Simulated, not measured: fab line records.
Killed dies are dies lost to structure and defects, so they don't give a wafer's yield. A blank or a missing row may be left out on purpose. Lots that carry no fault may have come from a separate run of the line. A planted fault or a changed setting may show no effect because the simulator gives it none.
fab line records    flow sky130
record: lots: 14  wafers: 42  lastDay: 51
route steps=708 shown METAL3@564 METAL4@599
lots untouched by any fault: they come from a run of this same line in which no faults occurred
startH: hours from the record's opening day to when the first of the lot's shown wafers began    waitH: hours elapsed since this lot's preceding step    " repeats the value in the row above    L1.1+2: a row that stands for several wafers    - no value present, or no start provided    * or withheld: withheld    < > ~ a bound
route shown NAME@n: a module of which the file shows steps, and the number in the route of the first    usual: the fault-free wafers' mean and standard deviation    same: alike in all rows    chamber/n: place in a boat    sites: the reading at each site    _std_site: the standard deviation of these    _edge_site: the outer-site mean with the inner-site mean subtracted    radiusMm: how far each site lies from the wafer's centre    mask NAME#n: copy n    behind: the most recent tool/chamber to have shaped the wafer    hold: what put the lot on hold/how long, in hours/how the hold closed    device: the transistor (n, p or np) that didn't switch    end of line: tests of these same wafers at the route's end    where a step has no rows: the recipe by itself    killed: count of dies lost to structure and defects at first sort (not the wafer's yield)    map: a wafer's dies, marking killed ones x, the rest . and places with no die _
set.NAME: the setting the step ran with; set.NAME@STEP: the setting that earlier step ran with    model.NAME: the simulator's own value behind a step, which no gauge read
route steps across a sampled set of lots; one table per step, one row per wafer
services: when a tool's chamber went out of use (startH, in hours from the record's first day, below 0 if earlier), for how many hours, and the reason
== steps ==
step: SKY_METAL3_OVL_MEAS_14
usual: METAL3_OVL: 1/4.9
lot.wafer  tool        chamber  startH   waitH  METAL3_OVL[nm]
L285.2     overlay-01  -        893.24   0.1    4
L285.3     "           -        "        "      1
L285.6     "           -        "        "      5
L286.4     overlay-02  -        912.40   0.1    -1
L286.5     "           -        "        "      8
L286.6     "           -        "        "      2
L289.3     overlay-02  -        952.07   0.1    -4
L289.4     "           -        "        "      3
L289.6     "           -        "        "      0
L290.4     overlay-01  -        953.82   0.1    -7
L290.5     "           -        "        "      -6
L290.6     "           -        "        "      1
L291.1     overlay-01  -        955.38   0.1    -5
L291.4     "           -        "        "      -5
L291.5     "           -        "        "      -1
L292.3     overlay-02  -        956.90   0.1    -5
L292.5     "           -        "        "      1
L292.6     "           -        "        "      4
L293.3     overlay-02  -        960.85   0.1    2
L293.5     "           -        "        "      6
L293.6     "           -        "        "      1
L297.1     overlay-02  -        989.60   0.1    9
L297.3     "           -        "        "      13
L297.6     "           -        "        "      12
L299.2     overlay-01  -        1001.41  0.1    -6
L299.3     "           -        "        "      -2
L299.6     "           -        "        "      0
L300.2     overlay-01  -        1019.04  0.1    0
L300.5     "           -        "        "      0
L300.6     "           -        "        "      -3
L304.2     overlay-01  -        1034.29  0.1    0
L304.3     "           -        "        "      1
L304.6     "           -        "        "      4
L306.1     overlay-02  -        1047.55  0.1    3
L306.5     "           -        "        "      10
L306.6     "           -        "        "      7
L308.1     overlay-01  -        1069.20  0.1    3
L308.4     "           -        "        "      7
L308.5     "           -        "        "      4
L307.1     overlay-01  -        1092.45  0.1    -6
L307.2     "           -        "        "      -1
L307.6     "           -        "        "      -3
step: SKY_METAL3_ETCH_16
recipe: chemistry: N2/H2  target: BARC  ionEnergyEv: 200  biasW: 100  pressureMtorr: 30  n2FlowSccm: 100  h2FlowSccm: 200  icpW: 500  stopOn: SiO2  timeS: 88.2  targetDepthA: 600
usual: drypumpMotorCurrentA: 5.6/0.32  oesProductAu: 0.624/0.0043  throttleValvePct: 13.204/0.0083
same: timeS: 88.2
lot.wafer  tool         chamber  startH   waitH  drypumpMotorCurrentA  oesProductAu  rfHoursCounterH  throttleValvePct
L285.2     rieMetal-04  0        893.30   0.0    5.4                   0.615         17               13.197
L285.3     "            1        "        "      5.3                   0.626         -                13.190
L285.6     "            1        "        "      5.4                   0.625         -                13.197
L286.4     rieMetal-01  1        912.48   0.0    5.5                   0.623         -                13.201
L286.5     "            1        "        "      5.5                   0.630         -                13.199
L286.6     "            0        "        "      6.0                   0.623         -                13.223
L289.3     rieMetal-04  0        952.15   0.0    5.4                   0.618         -                13.202
L289.4     "            1        "        "      5.4                   0.626         -                13.208
L289.6     "            0        "        "      5.4                   0.626         -                13.216
L290.4     rieMetal-04  1        953.90   0.0    5.4                   0.622         -                13.211
L290.5     "            1        "        "      5.4                   0.628         -                13.203
L290.6     "            0        "        "      5.4                   0.632         -                13.218
L291.1     rieMetal-01  0        955.45   0.0    6.0                   0.624         19               13.204
L291.4     "            1        "        "      5.5                   0.623         -                13.208
L291.5     "            0        "        "      6.0                   0.626         -                13.217
L292.3     rieMetal-01  1        956.98   0.0    5.5                   0.627         -                13.199
L292.5     "            1        "        "      5.5                   0.622         -                13.216
L292.6     "            0        "        "      5.9                   0.618         -                13.203
L293.3     rieMetal-04  1        960.93   0.0    5.4                   0.629         -                13.219
L293.5     "            1        "        "      5.4                   0.628         -                13.202
L293.6     "            0        "        "      5.4                   0.617         -                13.205
L297.1     rieMetal-04  0        989.67   0.0    5.4                   0.622         2                13.209
L297.3     "            1        "        "      5.4                   0.627         -                13.215
L297.6     "            0        "        "      5.4                   0.622         -                13.194
L299.2     rieMetal-03  0        1001.47  0.0    6.2                   0.620         9                13.215
L299.3     "            0        "        "      6.3                   0.633         -                13.209
L299.6     "            0        "        "      6.3                   0.620         -                13.207
L300.2     rieMetal-01  1        1019.17  0.1    5.5                   0.620         -                13.203
L300.5     "            1        "        "      5.5                   0.619         -                13.208
L300.6     "            1        "        "      5.5                   0.624         -                13.208
L304.2     rieMetal-01  1        1034.42  0.1    5.5                   0.626         -                13.220
L304.3     "            1        "        "      5.5                   0.628         -                13.200
L304.6     "            1        "        "      5.5                   0.623         -                13.199
L306.1     rieMetal-03  1        1047.62  0.0    5.9                   0.624         21               13.204
L306.5     "            0        "        "      6.3                   0.622         -                13.214
L306.6     "            1        "        "      5.9                   0.626         -                13.201
L308.1     rieMetal-03  0        1069.27  0.0    6.3                   0.625         14               13.213
L308.4     "            1        "        "      6.0                   0.622         -                13.208
L308.5     "            1        "        "      6.0                   0.620         -                13.207
L307.1     rieMetal-01  1        1092.52  0.0    5.5                   0.616         18               13.216
L307.2     "            0        "        "      6.0                   0.627         2                13.193
L307.6     "            1        "        "      5.5                   0.626         -                13.223
step: SKY_METAL4_SPUTTER_01
recipe: material: TiN  targetThkNm: 20  powerW: 6500  timeS: 16.7  chamberPressurePa: 0.4
usual: cathodeDcPowerW: 6500.1/1.2  chamberPressurePa: 0.4000/0.00084  throttleValvePct: 30.1/0.94  timeS: 16.7/0
lot.wafer  tool           chamber  startH   waitH  cathodeDcPowerW  chamberPressurePa  throttleValvePct  timeS
L285.2     pvdSputter-02  -        921.57   0.0    6500.4           0.4009             28.2              16.7
L285.3     "              -        "        "      6500.6           0.4000             30.3              16.7
L285.6     "              -        "        "      6500.5           0.3999             30.2              16.7
L286.4     pvdSputter-04  -        939.87   0.0    6499.4           0.4008             29.3              16.7
L286.5     "              -        "        "      6498.2           0.4017             30.8              16.7
L286.6     "              -        "        "      6500.7           0.4011             29.6              16.7
L289.3     pvdSputter-02  -        979.70   0.0    6497.3           0.4011             30.4              16.7
L289.4     "              -        "        "      6498.1           0.3998             28.2              16.7
L289.6     "              -        "        "      6501.5           0.3997             31.2              16.7
L290.4     pvdSputter-02  -        982.20   0.0    6499.1           0.3987             30.0              16.7
L290.5     "              -        "        "      6499.3           0.4004             28.2              16.7
L290.6     "              -        "        "      6500.5           0.3995             32.1              16.7
L291.1     pvdSputter-04  -        982.96   0.0    6498.8           0.3989             29.2              16.7
L291.4     "              -        "        "      6501.4           0.4006             29.5              16.7
L291.5     "              -        "        "      6500.7           0.3997             31.2              16.7
L292.3     pvdSputter-02  -        984.19   0.0    6498.5           0.4018             31.6              16.7
L292.5     "              -        "        "      6498.4           0.3988             31.2              16.7
L292.6     "              -        "        "      6499.3           0.4022             31.8              16.7
L293.3     pvdSputter-01  -        987.97   0.0    6502.5           0.3996             30.1              16.7
L293.5     "              -        "        "      6501.1           0.4001             30.2              16.7
L293.6     "              -        "        "      6501.0           0.3988             30.6              16.7
L297.1     pvdSputter-01  -        1015.68  0.0    6500.2           0.3992             30.0              16.7
L297.3     "              -        "        "      6500.5           0.4004             30.1              16.7
L297.6     "              -        "        "      6500.6           0.4012             30.3              16.7
L299.2     pvdSputter-04  -        1027.43  0.0    -                -                  -                 -
L299.3     "              -        "        "      -                -                  -                 -
L299.6     "              -        "        "      -                -                  -                 -
L300.2     pvdSputter-01  -        1044.85  0.0    -                -                  -                 -
L300.5     "              -        "        "      -                -                  -                 -
L300.6     "              -        "        "      -                -                  -                 -
L304.2     pvdSputter-04  -        1060.07  0.0    6500.8           0.3999             30.5              16.7
L304.3     "              -        "        "      6500.8           0.3981             29.2              16.7
L304.6     "              -        "        "      6498.3           0.3997             29.4              16.7
L306.1     pvdSputter-01  -        1072.67  0.0    6502.2           0.3993             30.3              16.7
L306.5     "              -        "        "      6498.6           0.4018             29.6              16.7
L306.6     "              -        "        "      6498.9           0.3990             30.4              16.7
L308.1     pvdSputter-02  -        1096.72  0.0    6499.2           0.4009             30.2              16.7
L308.4     "              -        "        "      6500.3           0.3997             31.3              16.7
L308.5     "              -        "        "      6500.1           0.3994             28.2              16.7
L307.1     pvdSputter-01  -        1118.16  0.0    6501.6           0.3995             30.2              16.7
L307.2     "              -        "        "      6499.8           0.3998             29.6              16.7
L307.6     "              -        "        "      6499.8           0.4005             29.9              16.7
step: SKY_METAL4_SPUTTER_03
recipe: material: Ti  targetThkNm: 5  powerW: 3000  timeS: 3.3  chamberPressurePa: 0.4
usual: cathodeDcPowerW: 3000.0/0.56  chamberPressurePa: 0.4001/0.00072  throttleValvePct: 30.1/0.95
same: timeS: 3.3
lot.wafer  tool           chamber  startH   waitH  cathodeDcPowerW  chamberPressurePa  throttleValvePct
L285.2     pvdSputter-02  -        921.63   0.0    3000.0           0.4005             27.9
L285.3     "              -        "        "      2999.8           0.4002             29.9
L285.6     "              -        "        "      3000.5           0.3994             30.1
L286.4     pvdSputter-04  -        939.93   0.0    2998.9           0.4001             29.4
L286.5     "              -        "        "      2998.9           0.3991             30.7
L286.6     "              -        "        "      2999.2           0.3997             29.6
L289.3     pvdSputter-02  -        979.76   0.0    3000.5           0.4010             30.1
L289.4     "              -        "        "      3000.3           0.4006             28.2
L289.6     "              -        "        "      3000.3           0.3998             31.2
L290.4     pvdSputter-02  -        982.27   0.0    2999.9           0.4004             30.2
L290.5     "              -        "        "      2999.4           0.3991             28.0
L290.6     "              -        "        "      3000.0           0.4007             31.6
L291.1     pvdSputter-04  -        983.02   0.0    2999.6           0.4012             29.3
L291.4     "              -        "        "      2999.6           0.3996             29.6
L291.5     "              -        "        "      3000.1           0.4010             31.1
L292.3     pvdSputter-02  -        984.25   0.0    3000.5           0.3997             31.5
L292.5     "              -        "        "      3000.2           0.3998             31.4
L292.6     "              -        "        "      3000.2           0.4006             31.9
L293.3     pvdSputter-01  -        988.03   0.0    2999.6           0.4005             29.9
L293.5     "              -        "        "      3000.7           0.3997             30.4
L293.6     "              -        "        "      2999.1           0.3998             30.3
L297.1     pvdSputter-01  -        1015.75  0.0    3000.3           0.4016             29.9
L297.3     "              -        "        "      2999.9           0.4023             30.5
L297.6     "              -        "        "      2999.9           0.3999             30.3
L299.2     pvdSputter-04  -        1027.49  0.0    3000.9           0.3990             30.6
L299.3     "              -        "        "      2999.9           0.4007             31.0
L299.6     "              -        "        "      2999.3           0.4013             29.4
L300.2     pvdSputter-01  -        1044.91  0.0    3000.3           0.4001             29.7
L300.5     "              -        "        "      3000.6           0.3996             30.1
L300.6     "              -        "        "      3000.1           0.3999             30.0
L304.2     pvdSputter-04  -        1060.13  0.0    3000.5           0.3988             30.4
L304.3     "              -        "        "      3000.9           0.3996             29.6
L304.6     "              -        "        "      3000.2           0.4003             29.3
L306.1     pvdSputter-01  -        1072.73  0.0    2999.9           0.3998             30.2
L306.5     "              -        "        "      2999.2           0.3994             29.7
L306.6     "              -        "        "      3001.0           0.4003             30.5
L308.1     pvdSputter-02  -        1096.78  0.0    2999.5           0.4013             30.2
L308.4     "              -        "        "      2999.5           0.3983             31.4
L308.5     "              -        "        "      2999.8           0.3999             28.3
L307.1     pvdSputter-01  -        1118.23  0.0    2999.8           0.4003             30.4
L307.2     "              -        "        "      3000.6           0.3997             29.2
L307.6     "              -        "        "      2999.1           0.4011             29.9
== services ==
tool           chamber  startH   hours  kind
pvdSputter-04  -        890.03   5.5    repair
rieMetal-04    0        915.37   -      clean
rieMetal-04    0        915.37   20.5   scheduledDown
rieMetal-04    0        915.37   20.5   ventCycle
pvdSputter-04  -        916.67   18.9   repair
rieMetal-03    -        958.82   1.4    repair
pvdSputter-04  -        977.28   4.2    repair
pvdSputter-04  -        983.30   3.3    repair
rieMetal-04    -        997.16   0.6    repair
rieMetal-04    -        999.64   3.3    repair
rieMetal-03    -        1013.87  2.8    pm
rieMetal-04    -        1014.81  4.3    pm
rieMetal-01    0        1016.72  -      clean
rieMetal-01    0        1016.72  38.0   scheduledDown
rieMetal-01    0        1016.72  38.0   ventCycle
rieMetal-03    -        1017.03  0.9    repair
pvdSputter-01  -        1037.47  0.7    repair
pvdSputter-02  -        1055.21  8.0    repair
rieMetal-03    0        1056.01  1.1    repair
rieMetal-01    0        1067.85  6.4    repair
rieMetal-04    1        1082.95  10.8   repair
pvdSputter-04  -        1085.88  4.8    repair
== key ==
firstSign: step: SKY_METAL4_SPUTTER_01  reading: toolRecord  direction: missing
effect none on later readings
metAt SKY_METAL4_SPUTTER_01
struckLots L299,L300
laterRowsLeftOut L299.2,L299.3,L299.6,L300.2,L300.5,L300.6
sortLeftOut L299.2,L299.3,L299.6,L300.2,L300.5,L300.6
notActingAt SKY_METAL3_OVL_MEAS_14,SKY_METAL3_ETCH_16,SKY_METAL4_SPUTTER_03
onsetBetween 1015.68 1027.43
fault: kind: skippedStepWhole  tool: pvdSputter-01,pvdSputter-04  chamber: -  onsetH: 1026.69  steps: SKY_METAL4_SPUTTER_01  scope: struckLotsOnly
sortLeftOut: the simulated sort isn't trusted on such a fault, so these wafers' sort isn't shown, and their yield isn't known
laterRowsLeftOut: the simulator's readings of these wafers behind a module that went badly wrong aren't trusted and aren't shown, but for the sort
